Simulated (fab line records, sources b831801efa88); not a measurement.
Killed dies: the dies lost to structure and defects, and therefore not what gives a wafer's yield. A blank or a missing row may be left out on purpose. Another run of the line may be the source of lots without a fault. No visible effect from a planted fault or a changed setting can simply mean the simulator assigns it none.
A single fault, viewed from 2 desks | flow gf180mcu | each desk has only its own numbers; what lay behind them comes last

## METROLOGY DESK
What the gauges read, lot by lot, whatever tool the lot ran on: means of the sampled wafers that have a number. The brackets show how far a lot's mean lies from the usual mean; more than 4 standard deviations puts the lot out of limits, marked OUT.
Columns: A = LVPWELL_OVL at GF_LVPWELL_OVL_MEAS_07, usual -0.1 nm; B = HV_LDD_2_TW at GF_HV_LDD_TW_MEAS_23, usual 1055
lot  | first seen here | A    | B
L123 | day 4 15:50     | -2.2 | 1070
L124 | day 4 16:11     | 0.9  | 1065
L122 | day 4 16:53     | 0.2  | 1008 (-4.7) OUT
L126 | day 4 22:23     | -0.9 | 1030
L128 | day 5 03:19     | -0.1 | 1020
L137 | day 7 03:48     | 0.3  | 1046
L138 | day 7 08:38     | -0.6 | 1064
L139 | day 7 15:24     | 1.2  | 1045
L141 | day 8 01:23     | 0.3  | 1055
L142 | day 8 10:23     | 0.1  | 1064
L143 | day 8 12:59     | -0.1 | 1066
L144 | day 8 19:14     | 0.6  | 1061
L145 | day 9 00:36     | -0.1 | 1061
This desk reports L122 out of limits; the earliest was L122 at day 11 10:12 (HV_LDD_2_TW at GF_HV_LDD_TW_MEAS_23). L123, L124, L126, L128, L137, L138, L139, L141, L142, L143, L144, L145 stayed within limits.

## FOR THE TOOL OWNER'S DESK: implanter-01
GF_HV_LDD_IMPLANT_21, tool's own readings: per-lot mean of the sampled wafers with a number, covering each lot this tool ran. The brackets show how far a lot's mean lies from the usual mean; more than 4 standard deviations puts the lot out of limits, marked OUT.
Columns: A = beamOnS at GF_HV_LDD_IMPLANT_21, usual 10.02 s; B = faradayCurrentUA at GF_HV_LDD_IMPLANT_21, usual 281
lot  | first seen here | A               | B
L124 | day 11 07:43    | 9.94            | 283
L123 | day 11 08:20    | 10.11           | 279
L122 | day 11 09:56    | 8.57 (-8.1) OUT | 334 (+10) OUT
L126 | day 11 13:35    | 9.19 (-4.6) OUT | 312 (+6.1) OUT
L128 | day 11 23:32    | 8.96 (-5.9) OUT | 320 (+7.7) OUT
L141 | day 15 22:23    | 9.90            | 284
This desk finds L122, L126, L128 out of limits, L122 being first, at day 11 09:56 (beamOnS at GF_HV_LDD_IMPLANT_21). L124, L123, L141 stayed within limits.

## BROUGHT TOGETHER
The tool owner's desk could have raised an alarm at day 11 09:56, on L122, L126, L128.
On L122, the metrology desk was in a position to raise an alarm at day 11 10:12.
The metrology desk holds a record of L126, L128, inside its limits.
The lots listed all ran GF_HV_LDD_IMPLANT_21 on implanter-01.

## WHAT WAS PUT IN BY THE SIMULATOR
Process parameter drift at GF_HV_LDD_IMPLANT_21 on implanter-01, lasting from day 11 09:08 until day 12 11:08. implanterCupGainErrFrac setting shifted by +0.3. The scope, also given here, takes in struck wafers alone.
Struck lots among those shown: L122, L126, L128.
Hours from the fault's start to each desk's first reading out of limits: the tool owner's desk, 1; the metrology desk, 1.
